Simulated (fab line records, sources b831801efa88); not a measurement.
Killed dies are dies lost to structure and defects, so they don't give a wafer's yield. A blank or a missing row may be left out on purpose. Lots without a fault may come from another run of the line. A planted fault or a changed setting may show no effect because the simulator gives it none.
fab line records | flow gf180mcu
record lots=12 wafers=36 last_day=34
route steps=602 shown HV_LDD@198 NSD@242 PSD@255
lots that met no fault: from a run of the same line without faults
start_h: hours from the record's first day to the start of the lot's first wafer shown | wait_h: hours since the lot's step before | " the same as in the row above | L1.1+2: a row that stands for several wafers | - no value, or no start given | * or withheld: withheld | < > ~ a bound
route shown NAME@n: a module of which the file shows steps, and the number in the route of the first | usual: mean/standard deviation of fault-free wafers | same: alike in all rows | chamber/n: place in a boat | sites: the reading at each site | _std_site: their standard deviation | _edge_site: outer sites' mean less inner sites' | radius_mm: how far each site lies from the wafer's centre | mask NAME#n: copy n | behind: the tool/chamber that last shaped the wafer | hold: why the lot was held/for how many hours/how that ended | device: the transistor (n, p or np) that didn't switch | end of line: the same wafers' tests at the end of the route | a step without rows: its recipe alone | killed: dies lost to structure and defects at the first sort, not the wafer's yield | map: a wafer's dies, x killed, . not, _ none there
set.NAME: the setting as run; set.NAME@STEP: as run at that earlier step | model.NAME: the simulator's own value behind a step, which no gauge read
steps of the route over a sample of lots; a table a step, a row a wafer
services: from which hour (start_h, from the record's first day; less than 0 if before it) a tool's chamber was out of use, for how many hours, and why
## steps
# step GF_HV_LDD_STRIP_22
# recipe chemistry=O2/N2 power_w=1400 pressure_mtorr=1500 platen_temp_c=250 o2_flow_sccm=3000 n2_flow_sccm=300 overash_fraction=0.5
# usual drypump_motor_current_A=5.7/0.48 heater_power_w=335/47 n2_flow_sccm=300.0/0.92 oes_product_au=0.716/0.0048 strip_time_to_endpoint_s=12.62/0.034
# same overash_fraction=0.5
# columns lot.wafer tool chamber start_h wait_h drypump_motor_current_A heater_power_w n2_flow_sccm oes_product_au rf_hours_counter_h strip_time_to_endpoint_s
L509.1 plasma_asher-02 1 232.95 0.1 6.3 416 299.1 0.717 64 12.57
L509.4 " 1 " " 6.2 422 301.2 0.711 - 12.59
L509.6 " 0 " " 5.3 311 300.5 0.716 - 12.56
L510.1 plasma_asher-04 1 240.03 0.1 6.0 396 300.3 0.713 46 12.55
L510.5 " 0 " " 6.0 275 299.9 0.714 - 12.57
L510.6 " 1 " " 6.0 396 301.5 0.724 - 12.55
L512.1 plasma_asher-03 0 254.43 0.1 5.6 301 299.3 0.709 10 12.59
L512.3 " 1 " " 4.8 320 299.3 0.709 - 12.63
L512.4 " 0 " " 5.7 312 299.4 0.717 - 12.60
L514.2 plasma_asher-02 1 271.80 0.1 6.3 417 300.4 0.719 69 12.71
L514.5 " 0 " " 5.3 313 300.8 0.725 - 12.67
L514.6 " 1 " " 6.3 410 300.2 0.718 - 12.68
L515.1 plasma_asher-02 0 279.15 0.1 5.3 311 300.2 0.719 69 12.68
L515.5 " 1 " " 6.3 415 300.0 0.715 - 12.68
L515.6 " 0 " " 5.3 310 300.1 0.714 - 12.60
L523.2 plasma_asher-02 1 339.98 0.1 6.3 421 299.0 0.720 75 12.66
L523.4 " 1 " " 6.3 417 299.9 0.722 - 12.64
L523.6 " 1 " " 6.3 416 299.1 0.721 - 12.66
L524.1 plasma_asher-04 0 349.23 0.1 6.0 277 299.3 0.719 57 12.67
L524.4 " 1 " " 6.1 383 300.0 0.709 - 12.58
L524.6 " 1 " " 6.1 387 300.3 0.706 - 12.63
L526.1 plasma_asher-04 0 366.18 0.1 5.9 275 299.3 0.717 59 12.61
L526.3 " 0 " " 5.9 272 299.3 0.713 - 12.66
L526.5 " 1 " " 6.0 388 302.0 0.711 - 12.64
L529.2 plasma_asher-04 1 389.29 0.1 6.0 379 298.9 0.719 61 12.64
L529.3 " 0 " " 5.9 282 300.5 0.717 - 12.60
L529.4 " 1 " " 6.0 381 298.7 0.718 - 12.58
L530.1 plasma_asher-02 0 396.98 0.1 5.3 309 300.5 0.708 81 12.62
L530.3 " 0 " " 5.3 311 299.2 0.717 - 12.63
L530.6 " 1 " " 6.3 414 302.1 0.724 - 12.62
L531.2 plasma_asher-03 1 405.63 0.1 4.9 331 299.7 0.709 26 12.58
L531.3 " 1 " " 4.9 323 300.5 0.708 - 12.60
L531.4 " 0 " " 5.7 309 297.9 0.708 - 12.62
L532.1 plasma_asher-03 1 407.74 0.1 4.9 333 300.2 0.721 26 12.65
L532.2 " 0 " " 5.7 307 299.6 0.716 26 12.66
L532.5 " 0 " " 5.7 311 301.1 0.719 - 12.66
# step GF_NSD_CD_MEAS_07
# recipe target_cd_nm=400
# usual cd_nm=400.2/2.3
# columns lot.wafer tool chamber start_h wait_h cd_nm
L509.1 cd_sem-02 - 292.48 0.1 398.8
L509.4 " - " " 400.5
L509.6 " - " " 398.4
L510.1 cd_sem-01 - 302.53 0.1 398.1
L510.5 " - " " 397.2
L510.6 " - " " 398.3
L512.1 cd_sem-02 - 317.88 0.1 401.5
L512.3 " - " " 400.7
L512.4 " - " " 401.2
L514.2 cd_sem-01 - 336.54 0.1 397.0
L514.5 " - " " 399.5
L514.6 " - " " 398.3
L515.1 cd_sem-01 - 344.18 0.1 403.5
L515.5 " - " " 401.0
L515.6 " - " " 402.5
L523.2 cd_sem-02 - 412.64 0.1 401.7
L523.4 " - " " 402.1
L523.6 " - " " 400.7
L524.1 cd_sem-02 - 424.02 0.1 396.4
L524.4 " - " " 396.1
L524.6 " - " " 398.3
L526.1 cd_sem-02 - 440.52 0.1 402.8
L526.3 " - " " 400.0
L526.5 " - " " 403.0
L529.2 cd_sem-01 - 463.94 0.1 400.0
L529.3 " - " " 396.2
L529.4 " - " " 400.9
L530.1 cd_sem-02 - 470.97 0.1 398.0
L530.3 " - " " 397.7
L530.6 " - " " 393.8
L531.2 cd_sem-01 - 480.84 0.1 399.2
L531.3 " - " " 399.1
L531.4 " - " " 401.7
L532.1 cd_sem-02 - 487.42 0.1 399.7
L532.2 " - " " 398.2
L532.5 " - " " 400.0
# step GF_NSD_IMPLANT_09
# recipe species=As energy_kev=60 dose_cm2=4e+15 tilt_deg=7
# usual beam_energy_keV=59.999/0.019
# same implant_ion_amu=75
# columns lot.wafer tool chamber start_h wait_h beam_energy_keV
L509.1 implanter-01 0 292.63 0.0 60.000
L509.4 " 0 " " 59.986
L509.6 " 0 " " 59.993
L510.1 implanter-01 0 302.68 0.0 59.994
L510.5 " 0 " " 60.031
L510.6 " 0 " " 60.007
L512.1 implanter-01 0 318.03 0.0 60.002
L512.3 " 0 " " 60.014
L512.4 " 0 " " 59.993
L514.2 implanter-02 0 336.70 0.0 59.965
L514.5 " 0 " " 60.012
L514.6 " 0 " " 59.975
L515.1 implanter-04 0 344.33 0.0 60.004
L515.5 " 0 " " 59.997
L515.6 " 0 " " 59.998
L523.2 implanter-01 0 412.80 0.0 58.773
L523.4 " 0 " " 58.807
L523.6 " 0 " " 58.816
L524.1 implanter-01 0 424.18 0.0 58.793
L524.4 " 0 " " 58.810
L524.6 " 0 " " 58.757
L526.1 implanter-04 0 440.68 0.0 60.010
L526.3 " 0 " " 60.029
L526.5 " 0 " " 60.018
L529.2 implanter-04 0 464.10 0.0 59.973
L529.3 " 0 " " 59.979
L529.4 " 0 " " 59.986
L530.1 implanter-04 0 471.13 0.0 60.005
L530.3 " 0 " " 59.980
L530.6 " 0 " " 59.983
L531.2 implanter-02 0 481.00 0.0 60.012
L531.3 " 0 " " 60.028
L531.4 " 0 " " 60.017
L532.1 implanter-02 0 487.58 0.0 60.004
L532.2 " 0 " " 59.988
L532.5 " 0 " " 59.997
# step GF_NSD_STRIP_11
# recipe chemistry=O2/N2 power_w=1400 pressure_mtorr=1500 platen_temp_c=250 o2_flow_sccm=3000 n2_flow_sccm=300 overash_fraction=0.5
# usual drypump_motor_current_A=5.9/0.5 heater_power_w=311/52 n2_flow_sccm=300.0/0.83 oes_product_au=0.487/0.0044 strip_time_to_endpoint_s=22.95/0.036
# same overash_fraction=0.5
# columns lot.wafer tool chamber start_h wait_h drypump_motor_current_A heater_power_w n2_flow_sccm oes_product_au rf_hours_counter_h strip_time_to_endpoint_s
L509.1 plasma_asher-02 0 292.93 0.1 5.3 303 299.3 0.489 71 22.91
L509.4 " 0 " " 5.4 309 300.9 0.493 - 22.94
L509.6 " 0 " " 5.3 307 300.2 0.492 - 22.90
L510.1 plasma_asher-02 1 302.98 0.1 6.3 419 300.1 0.485 72 22.99
L510.5 " 1 " " 6.3 408 299.4 0.495 - 22.96
L510.6 " 0 " " 5.4 308 299.2 0.483 - 22.91
L512.1 plasma_asher-01 1 318.33 0.1 6.0 318 299.1 0.485 72 22.87
L512.3 " 1 " " 6.0 319 300.7 0.495 - 22.91
L512.4 " 0 " " 6.4 245 300.7 0.491 - 22.94
L514.2 plasma_asher-01 1 336.98 0.1 6.0 322 300.7 0.480 74 22.99
L514.5 " 1 " " 6.0 322 300.3 0.486 - 22.98
L514.6 " 0 " " 6.3 246 299.4 0.490 - 23.01
L515.1 plasma_asher-01 1 344.63 0.1 6.0 323 300.3 0.490 75 22.86
L515.5 " 1 " " 6.0 324 300.6 0.490 - 22.87
L515.6 " 0 " " 6.4 249 301.4 0.487 - 22.88
L523.2 plasma_asher-03 1 413.08 0.1 4.9 325 299.5 0.501 27 22.79
L523.4 " 1 " " 4.9 328 299.4 0.498 - 22.78
L523.6 " 0 " " 5.7 303 298.0 0.488 - 22.80
L524.1 plasma_asher-01 1 424.48 0.1 6.0 330 300.3 0.492 83 22.81
L524.4 " 0 " " 6.3 244 300.4 0.489 - 22.81
L524.6 " 0 " " 6.4 243 301.5 0.487 - 22.80
L526.1 plasma_asher-01 1 440.98 0.1 6.0 319 299.2 0.490 85 22.92
L526.3 " 1 " " 6.0 315 300.2 0.484 - 22.95
L526.5 " 1 " " 6.0 318 300.6 0.485 - 22.95
L529.2 plasma_asher-03 0 464.38 0.1 5.7 314 300.7 0.484 32 22.97
L529.3 " 0 " " 5.7 305 301.3 0.494 - 22.99
L529.4 " 1 " " 4.9 317 300.8 0.485 - 22.94
L530.1 plasma_asher-02 0 471.43 0.1 5.3 290 300.4 0.494 4 22.95
L530.3 " 0 " " 5.3 295 300.6 0.486 - 22.97
L530.6 " 1 " " 6.2 423 301.0 0.489 - 22.96
L531.2 plasma_asher-01 0 481.28 0.1 6.4 241 301.3 0.487 89 22.95
L531.3 " 0 " " 6.4 244 299.6 0.493 - 22.98
L531.4 " 1 " " 6.0 327 299.8 0.491 - 22.97
L532.1 plasma_asher-02 0 487.88 0.1 5.3 302 301.1 0.487 6 22.94
L532.2 " 1 " " 6.3 430 298.6 0.486 6 22.92
L532.5 " 0 " " 5.3 286 300.6 0.488 - 22.95
# step GF_PSD_CD_MEAS_07
# recipe target_cd_nm=400
# usual cd_nm=399.6/2.4
# columns lot.wafer tool chamber start_h wait_h cd_nm
L509.1 cd_sem-01 - 313.92 0.1 399.5
L509.4 " - " " 399.7
L509.6 " - " " 398.8
L510.1 cd_sem-01 - 323.69 0.1 402.0
L510.5 " - " " 399.1
L510.6 " - " " 400.1
L512.1 cd_sem-01 - 340.07 0.1 402.5
L512.3 " - " " 405.2
L512.4 " - " " 401.3
L514.2 cd_sem-02 - 359.40 0.1 398.9
L514.5 " - " " 398.4
L514.6 " - " " 399.4
L515.1 cd_sem-02 - 367.28 0.1 398.3
L515.5 " - " " 401.9
L515.6 " - " " 398.4
L523.2 cd_sem-01 - 436.51 0.1 394.3
L523.4 " - " " 395.9
L523.6 " - " " 396.5
L524.1 cd_sem-01 - 448.27 0.1 402.1
L524.4 " - " " 403.2
L524.6 " - " " 404.1
L526.1 cd_sem-01 - 464.87 0.1 401.8
L526.3 " - " " 401.6
L526.5 " - " " 403.9
L529.2 cd_sem-02 - 488.19 0.1 396.0
L529.3 " - " " 396.9
L529.4 " - " " 396.2
L530.1 cd_sem-01 - 494.42 0.1 397.3
L530.3 " - " " 398.7
L530.6 " - " " 400.4
L531.2 cd_sem-01 - 504.89 0.1 404.2
L531.3 " - " " 402.9
L531.4 " - " " 403.5
L532.1 cd_sem-01 - 511.42 0.1 394.7
L532.2 " - " " 395.0
L532.5 " - " " 396.0
# step GF_PSD_RS_MEAS_14
# recipe thk_meas_gauge=four-point-probe
# usual NSD_RS=46.15/0.095
# columns lot.wafer tool chamber start_h wait_h NSD_RS[ohm/sq]
L509.1 film_metro-02 - 314.52 0.1 46.15
L509.4 " - " " 46.21
L509.6 " - " " 46.31
L510.1 film_metro-02 - 324.29 0.1 46.06
L510.5 " - " " 46.15
L510.6 " - " " 46.14
L512.1 film_metro-04 - 340.68 0.1 46.01
L512.3 " - " " 46.12
L512.4 " - " " 46.05
L514.2 film_metro-02 - 360.04 0.1 46.06
L514.5 " - " " 45.98
L514.6 " - " " 46.07
L515.1 film_metro-02 - 367.87 0.1 46.21
L515.5 " - " " 46.33
L515.6 " - " " 46.30
L523.2 film_metro-04 - 437.19 0.1 46.53
L523.4 " - " " 46.45
L523.6 " - " " 46.51
L524.1 film_metro-02 - 448.87 0.1 46.56
L524.4 " - " " 46.54
L524.6 " - " " 46.54
L526.1 film_metro-01 - 465.47 0.1 46.20
L526.3 " - " " 46.15
L526.5 " - " " 46.07
L529.2 film_metro-04 - 488.79 0.1 46.17
L529.3 " - " " 46.18
L529.4 " - " " 46.20
L530.1 film_metro-01 - 495.02 0.1 46.00
L530.3 " - " " 45.96
L530.6 " - " " 46.03
L531.2 film_metro-04 - 505.51 0.1 46.26
L531.3 " - " " 46.19
L531.4 " - " " 46.26
L532.1 film_metro-02 - 512.07 0.1 46.04
L532.2 " - " " 46.12
L532.5 " - " " 46.20
## services
# columns tool chamber start_h hours kind
implanter-01 - 217.37 3.2 pm
implanter-01 - 239.25 5.1 pm
plasma_asher-01 - 291.86 2.8 pm
plasma_asher-02 - 304.29 7.7 repair
implanter-02 - 310.71 3.2 repair
implanter-02 - 316.83 11.4 pm
plasma_asher-03 - 347.91 2.8 pm
implanter-01 - 358.43 18.4 pm
implanter-02 - 359.27 5.8 pm
plasma_asher-03 - 369.06 0.9 repair
implanter-04 - 369.92 4.4 pm
implanter-04 - 378.10 2.3 repair
plasma_asher-03 - 399.25 2.2 repair
implanter-02 - 416.06 2.4 repair
plasma_asher-02 - 421.25 9.0 pm
plasma_asher-02 0 421.25 9.0 vent_cycle
plasma_asher-02 1 421.25 9.0 vent_cycle
plasma_asher-02 0 430.25 - clean
plasma_asher-02 1 430.25 - clean
implanter-02 - 438.45 42.4 pm
implanter-01 - 464.46 2.3 repair
plasma_asher-03 - 479.12 2.9 repair
## key
first_sign step=GF_NSD_IMPLANT_09 reading=beam_energy_keV direction=down sigmas=65 usual=59.999 struck=58.793
effect step=GF_NSD_STRIP_11 reading=strip_time_to_endpoint_s direction=down sigmas=4.1 usual=* struck=*
effect step=GF_PSD_RS_MEAS_14 reading=NSD_RS direction=up sigmas=3.9 usual=46.15 struck=46.52
met_at GF_NSD_IMPLANT_09
struck_lots L523,L524
tester_left_out L523,L524
not_acting_at GF_HV_LDD_STRIP_22,GF_NSD_CD_MEAS_07,GF_PSD_CD_MEAS_07
onset_between 318.03 412.80
fault kind=process_parameter_drift tool=implanter-01 chamber=- onset_h=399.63 steps=GF_NSD_IMPLANT_09 channel=energy_kev offset=-1.2181 shape=step end_h=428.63 acts_in=these_recipes_only stated=60
# tester_left_out: of these lots the tester's yield and bins aren't shown, on N5 and GAA mostly nor the transistor test; their killed dies are dies lost to structure and defects alone, not to doping, threshold or leakage, so they don't give the yield
